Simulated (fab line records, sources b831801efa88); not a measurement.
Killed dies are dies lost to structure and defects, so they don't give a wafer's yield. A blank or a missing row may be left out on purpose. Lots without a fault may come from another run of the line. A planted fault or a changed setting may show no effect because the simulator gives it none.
Chamber matching | flow gf180mcu | GF_V2_CVD_00 on hdpcvd-01: 3 sister chambers
The step deposits SiO2, target thk 600 nm, time 100 s. 3 wafers are shown with their chamber, then 8 later ones without.

WAFERS WITH THEIR CHAMBER
wafer  | chamber | pressure_mtorr (mTorr)
L727.1 | 0       | 6.021
L727.2 | 1       | 6.006
L727.3 | 2       | 6.024

WAFERS WITHOUT THEIR CHAMBER
wafer  | pressure_mtorr (mTorr)
L728.3 | 6.014
L728.4 | 5.973
L728.6 | 6.023
L730.3 | 6.000
L730.4 | 6.019
L731.3 | 6.027
L731.5 | 5.997
L732.2 | 5.995

WHICH CHAMBER EACH WENT THROUGH
wafer  | from the rows above          | in truth
L728.3 | can't be placed: 0 or 1 or 2 | 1
L728.4 | can't be placed: 1 or 0 or 2 | 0
L728.6 | can't be placed: 2 or 0 or 1 | 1
L730.3 | can't be placed: 1 or 0 or 2 | 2
L730.4 | can't be placed: 0 or 2 or 1 | 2
L731.3 | can't be placed: 2 or 0 or 1 | 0
L731.5 | can't be placed: 1 or 0 or 2 | 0
L732.2 | can't be placed: 1 or 0 or 2 | 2
Placed correctly: 0 of 8. Can't be placed from these rows: 8 (the true chamber is among the candidates in 8). Placed wrongly: 0.
How it was worked out, from the rows above alone: a wafer's distance from a chamber is the root of the sum, over the readings, of the square of ((its reading less the chamber's mean) divided by the reading's scatter). The wafer belongs to the nearest chamber; if the next one is less than 2 further off, it can't be placed. A chamber's mean is the mean of its shown wafers. The scatter: with one shown wafer a chamber, the root of the mean of the squares of how far each hidden wafer lies from its nearest shown one.
